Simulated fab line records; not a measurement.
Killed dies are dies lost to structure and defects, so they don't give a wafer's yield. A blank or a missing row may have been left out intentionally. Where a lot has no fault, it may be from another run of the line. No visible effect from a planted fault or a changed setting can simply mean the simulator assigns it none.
fab line records    flow sky130
record: lots: 12  wafers: 36  lastDay: 50
route steps=708 shown VT_ADJUST_HVTP@96 VT_ADJUST_NCORE@130 SONOS_ONO@170 GATE_OXIDE@189
lots that met no fault: taken from a fault-free run of the same line
startH: hours from the record's opening day to when the first of the lot's shown wafers began    waitH: hours from the lot's prior step to this one    " as in the row above    L1.1+2: a single row standing in for several wafers    - either no value or no given start    * or withheld: withheld    < > ~ a bound
route shown NAME@n: names a module that has steps shown in the file, with the first one's number in the route    usual: mean/standard deviation taken from wafers without a fault    same: alike in all rows    chamber/n: place in a boat    sites: per-site readings    _std_site: standard deviation of those values    _edge_site: the outer-site mean with the inner-site mean subtracted    radiusMm: for every site, how far away it sits from the centre of the wafer    mask NAME#n: copy n    behind: tool/chamber where the wafer was last shaped    hold: why the lot was held/for how many hours/how that ended    device: names the non-switching transistor (n, p or np)    end of line: at the end of the route, the tests of the same wafers    a step given without rows: its recipe and nothing more    killed: at the first sort, the dies lost to defects and structure; wafer yield is something else    map: a wafer's dies, x killed, . not, _ none there
set.NAME: the setting that was run; set.NAME@STEP: the one run at that earlier step    model.NAME: the simulator's own value behind a step, which no gauge read
a sample of lots followed through the steps of the route, with each step as a table and each wafer as a row
services: when a tool's chamber went out of use (startH, in hours from the record's first day, below 0 if earlier), for how many hours, and the reason
== steps ==
step: SKY_VT_ADJUST_HVTP_TW_MEAS_11
usual: VT_ADJUST_HVTP_TW: 1358/14
lot.wafer  tool          chamber  startH  waitH  VT_ADJUST_HVTP_TW
L823.4     filmMetro-03  -        136.60  0.1    1381
L823.5     "             -        "       "      1380
L823.6     "             -        "       "      1381
L822.1     filmMetro-04  -        139.98  0.1    1363
L822.3     "             -        "       "      1356
L822.4     "             -        "       "      1353
L821.3     filmMetro-02  -        140.95  0.1    1355
L821.4     "             -        "       "      1361
L821.6     "             -        "       "      1363
L824.4     filmMetro-03  -        141.56  0.1    1383
L824.5     "             -        "       "      1388
L824.6     "             -        "       "      1382
L827.1     filmMetro-02  -        158.22  0.1    1343
L827.2     "             -        "       "      1343
L827.4     "             -        "       "      1339
L828.1     filmMetro-02  -        167.86  0.1    1336
L828.2     "             -        "       "      1342
L828.4     "             -        "       "      1341
L831.2     filmMetro-04  -        184.28  0.1    1362
L831.4     "             -        "       "      1362
L831.5     "             -        "       "      1362
L832.1     filmMetro-04  -        192.87  0.1    1361
L832.2     "             -        "       "      1358
L832.3     "             -        "       "      1359
L833.3     filmMetro-04  -        198.05  0.1    1358
L833.5     "             -        "       "      1363
L833.6     "             -        "       "      1356
L842.1     filmMetro-04  -        258.33  0.1    1345
L842.4     "             -        "       "      1358
L842.6     "             -        "       "      1348
L843.1     filmMetro-03  -        267.56  0.1    1366
L843.3     "             -        "       "      1375
L843.6     "             -        "       "      1373
L844.2     filmMetro-04  -        275.34  0.1    1358
L844.4     "             -        "       "      1360
L844.6     "             -        "       "      1359
step: SKY_VT_ADJUST_NCORE_TW_MEAS_11
usual: VT_ADJUST_NCORE_TW: 219.4/2.4
lot.wafer  tool          chamber  startH  waitH  VT_ADJUST_NCORE_TW
L823.4     filmMetro-04  -        199.24  0.1    218.4
L823.5     "             -        "       "      220.7
L823.6     "             -        "       "      217.5
L822.1     filmMetro-01  -        202.66  0.1    223.3
L822.3     "             -        "       "      221.7
L822.4     "             -        "       "      221.5
L821.3     filmMetro-02  -        203.58  0.1    218.2
L821.4     "             -        "       "      218.9
L821.6     "             -        "       "      218.1
L824.4     filmMetro-02  -        204.70  0.1    217.9
L824.5     "             -        "       "      218.4
L824.6     "             -        "       "      218.9
L827.1     filmMetro-01  -        222.07  0.1    222.7
L827.2     "             -        "       "      220.9
L827.4     "             -        "       "      220.2
L828.1     filmMetro-02  -        232.93  0.1    214.3
L828.2     "             -        "       "      215.9
L828.4     "             -        "       "      215.7
L831.2     filmMetro-01  -        251.73  0.1    221.4
L831.4     "             -        "       "      221.6
L831.5     "             -        "       "      219.4
L832.1     filmMetro-01  -        262.03  0.1    220.3
L832.2     "             -        "       "      221.3
L832.3     "             -        "       "      220.9
L833.3     filmMetro-02  -        266.94  0.1    215.7
L833.5     "             -        "       "      216.7
L833.6     "             -        "       "      217.5
L842.1     filmMetro-02  -        330.65  0.1    217.6
L842.4     "             -        "       "      217.8
L842.6     "             -        "       "      218.3
L843.1     filmMetro-01  -        341.13  0.1    220.9
L843.3     "             -        "       "      222.0
L843.6     "             -        "       "      223.0
L844.2     filmMetro-01  -        349.88  0.1    221.8
L844.4     "             -        "       "      221.6
L844.6     "             -        "       "      220.8
step: SKY_SONOS_ONO_CVD_02
recipe: material: Si3N4  precursor: DCS/NH3  targetThkNm: 10.5  tempC: 770  timeS: 180  pressureMtorr: 250
usual: spikeTcBottomC: 789.9/2  spikeTcCentreC: 770.8/1.4  zonePowerCentrePct: 14.5/0.51  zonePowerLowerPct: 13.09/0.25  zonePowerUpperPct: 13.4/0.72
lot.wafer  tool      chamber  startH  waitH  spikeTcBottomC  spikeTcCentreC  zonePowerCentrePct  zonePowerLowerPct  zonePowerUpperPct
L823.4     lpcvd-02  0        271.34  0.0    788.7           771.0           14.1                12.82              12.9
L823.5     "         0        "       "      787.7           770.3           14.0                13.09              12.5
L823.6     "         0        "       "      788.5           771.2           13.8                12.85              12.7
L822.1     lpcvd-02  0        274.49  0.5    787.8           773.1           14.1                12.74              13.2
L822.3     "         0        "       "      788.0           770.0           14.1                12.95              12.5
L822.4     "         0        "       "      787.2           770.5           14.1                12.91              12.9
L821.3     lpcvd-02  1        275.54  0.1    789.4           769.8           15.1                13.16              14.2
L821.4     "         1        "       "      791.1           769.2           14.8                13.12              14.5
L821.6     "         1        "       "      792.6           769.8           15.2                13.23              14.2
L824.4     lpcvd-02  0        278.64  0.4    789.0           772.5           14.0                12.89              12.5
L824.5     "         0        "       "      789.8           770.6           13.9                13.10              12.8
L824.6     "         0        "       "      789.0           772.1           14.0                12.90              12.7
L827.1     lpcvd-02  1        321.75  17.4   790.9           768.9           15.2                13.37              14.1
L827.2     "         1        "       "      792.0           769.2           15.1                13.26              14.2
L827.4     "         1        "       "      793.6           770.1           14.9                13.45              14.1
L828.1     lpcvd-02  1        321.75  8.8    791.4           767.3           15.0                13.43              14.0
L828.2     "         1        "       "      792.3           770.7           15.0                13.51              14.0
L828.4     "         1        "       "      792.7           769.7           15.3                13.27              14.2
L831.2     lpcvd-02  1        327.15  0.7    793.1           769.0           15.2                13.49              14.4
L831.4     "         1        "       "      792.1           769.3           14.9                13.34              14.3
L831.5     "         1        "       "      789.8           770.3           15.3                13.54              14.4
L832.1     lpcvd-02  0        336.11  2.4    788.2           784.4           17.4                11.39              11.0
L832.2     "         0        "       "      790.3           782.9           17.7                11.28              11.0
L832.3     "         0        "       "      788.7           784.3           17.8                11.21              11.1
L833.3     lpcvd-02  0        343.48  1.4    788.0           784.2           17.4                11.22              11.3
L833.5     "         0        "       "      789.5           784.0           17.5                11.54              11.2
L833.6     "         0        "       "      790.0           782.5           17.5                11.13              11.2
L842.1     lpcvd-02  0        425.27  5.6    786.6           773.5           14.0                12.95              12.7
L842.4     "         0        "       "      788.6           774.7           14.2                13.05              12.8
L842.6     "         0        "       "      787.7           771.5           13.9                12.58              12.8
L843.1     lpcvd-02  1        433.01  5.2    792.5           770.1           15.0                13.50              14.2
L843.3     "         1        "       "      790.2           770.6           15.4                13.60              14.3
L843.6     "         1        "       "      792.5           769.1           14.8                13.23              14.2
L844.2     lpcvd-02  0        438.41  2.0    787.7           772.8           14.1                12.93              12.8
L844.4     "         0        "       "      786.4           772.4           14.0                12.91              12.8
L844.6     "         0        "       "      788.5           772.1           14.2                13.00              12.9
step: SKY_SONOS_ONO_THK_MEAS_03
recipe: reads: Si3N4_of_SONOS_ONO_CVD_02
usual: SONOS_ONO_CVD_02_THK: 10.57/0.13
lot.wafer  tool          chamber  startH  waitH  hold                     SONOS_ONO_CVD_02_THK[nm]
L823.4     filmMetro-04  -        272.42  0.0    -                        10.46
L823.5     "             -        "       "      -                        10.45
L823.6     "             -        "       "      -                        10.58
L822.1     filmMetro-04  -        275.54  0.0    -                        10.62
L822.3     "             -        "       "      -                        10.52
L822.4     "             -        "       "      -                        10.54
L821.3     filmMetro-01  -        276.61  0.0    -                        10.44
L821.4     "             -        "       "      -                        10.60
L821.6     "             -        "       "      -                        10.47
L824.4     filmMetro-02  -        279.72  0.0    -                        10.61
L824.5     "             -        "       "      -                        10.66
L824.6     "             -        "       "      -                        10.66
L827.1     filmMetro-01  -        322.80  0.0    -                        10.45
L827.2     "             -        "       "      -                        10.50
L827.4     "             -        "       "      -                        10.63
L828.1     filmMetro-02  -        322.86  0.1    -                        10.43
L828.2     "             -        "       "      -                        10.50
L828.4     "             -        "       "      -                        10.54
L831.2     filmMetro-01  -        328.21  0.0    -                        10.79
L831.4     "             -        "       "      -                        10.78
L831.5     "             -        "       "      -                        10.76
L832.1     filmMetro-02  -        337.16  0.0    awaitDispo/0.2h/release  11.61
L832.2     "             -        "       "      awaitDispo/0.2h/release  11.78
L832.3     "             -        "       "      awaitDispo/0.2h/release  11.74
L832.1     filmMetro-02  -        337.39  0.2    -                        11.59
L832.2     "             -        "       "      -                        11.76
L832.3     "             -        "       "      -                        11.77
L833.3     filmMetro-02  -        344.55  0.0    awaitDispo/0.2h/release  10.99
L833.5     "             -        "       "      awaitDispo/0.2h/release  11.15
L833.6     "             -        "       "      awaitDispo/0.2h/release  11.37
L833.3     filmMetro-02  -        344.77  0.2    -                        10.97
L833.5     "             -        "       "      -                        11.13
L833.6     "             -        "       "      -                        11.39
L842.1     filmMetro-04  -        427.63  0.0    -                        10.53
L842.4     "             -        "       "      -                        10.52
L842.6     "             -        "       "      -                        10.48
L843.1     filmMetro-02  -        434.06  0.0    -                        10.49
L843.3     "             -        "       "      -                        10.56
L843.6     "             -        "       "      -                        10.56
L844.2     filmMetro-01  -        439.47  0.0    -                        10.63
L844.4     "             -        "       "      -                        10.58
L844.6     "             -        "       "      -                        10.65
step: SKY_GATE_OXIDE_THK_MEAS_02
recipe: reads: SiO2_of_GATE_OXIDE_OXIDATION_01
usual: GATE_OXIDE_OXIDATION_00_THK: 10.31/0.22
lot.wafer  tool          chamber  startH  waitH  GATE_OXIDE_OXIDATION_00_THK[nm]
L822.1     filmMetro-03  -        307.33  0.0    10.44
L822.3     "             -        "       "      10.54
L822.4     "             -        "       "      10.49
L821.3     filmMetro-04  -        307.35  0.0    10.30
L821.4     "             -        "       "      10.42
L821.6     "             -        "       "      10.24
L823.4     filmMetro-01  -        307.36  0.0    10.61
L823.5     "             -        "       "      10.49
L823.6     "             -        "       "      10.47
L824.4     filmMetro-01  -        307.42  0.1    10.12
L824.5     "             -        "       "      10.01
L824.6     "             -        "       "      10.05
L827.1     filmMetro-01  -        354.45  0.0    10.21
L827.2     "             -        "       "      10.25
L827.4     "             -        "       "      10.31
L828.1     filmMetro-03  -        357.14  0.0    10.37
L828.2     "             -        "       "      10.45
L828.4     "             -        "       "      10.46
L831.2     filmMetro-03  -        361.78  0.0    10.35
L831.4     "             -        "       "      10.32
L831.5     "             -        "       "      10.49
L832.1     filmMetro-03  -        367.85  0.0    10.44
L832.2     "             -        "       "      10.27
L832.3     "             -        "       "      10.37
L833.3     filmMetro-03  -        375.05  0.0    9.76
L833.5     "             -        "       "      9.75
L833.6     "             -        "       "      9.90
L842.1     filmMetro-03  -        461.36  0.0    10.33
L842.4     "             -        "       "      10.29
L842.6     "             -        "       "      10.30
L843.1     filmMetro-03  -        469.17  0.0    9.98
L843.3     "             -        "       "      10.05
L843.6     "             -        "       "      10.12
L844.2     filmMetro-03  -        473.11  0.0    10.22
L844.4     "             -        "       "      10.21
L844.6     "             -        "       "      10.22
== services ==
tool      chamber  startH  hours  kind
lpcvd-02  -        289.95  17.2   pm
lpcvd-02  -        307.15  14.6   pm
lpcvd-02  -        389.77  0.7    repair
lpcvd-02  -        402.59  6.1    pm
== key ==
firstSign: step: SKY_SONOS_ONO_CVD_02  reading: spikeTcCentreC  direction: up  sigmas: 9.3  usual: 770.8  struck: 783.7
effect: step: SKY_SONOS_ONO_CVD_02  reading: zonePowerLowerPct  direction: down  sigmas: 7.3  usual: 13.09  struck: 11.29
effect: step: SKY_SONOS_ONO_THK_MEAS_03  reading: visit  direction: added
effect: step: SKY_SONOS_ONO_THK_MEAS_03  reading: SONOS_ONO_CVD_02_THK  direction: up  sigmas: 6.7  usual: 10.57  struck: 11.44
metAt SKY_SONOS_ONO_CVD_02
struckLots L832,L833
testerLeftOut L832,L833
notActingAt SKY_VT_ADJUST_HVTP_TW_MEAS_11,SKY_VT_ADJUST_NCORE_TW_MEAS_11,SKY_GATE_OXIDE_THK_MEAS_02
onsetBetween 327.15 336.11
fault: kind: processParameterDrift  tool: lpcvd-02  chamber: -  onsetH: 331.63  steps: SKY_SONOS_ONO_CVD_02  channel: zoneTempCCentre  offset: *  shape: step  endH: 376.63
testerLeftOut: of these lots the tester's yield and bins aren't shown, on N5 and GAA mostly nor the transistor test; their killed dies are dies lost to structure and defects alone, not to doping, threshold or leakage, so they don't give the yield
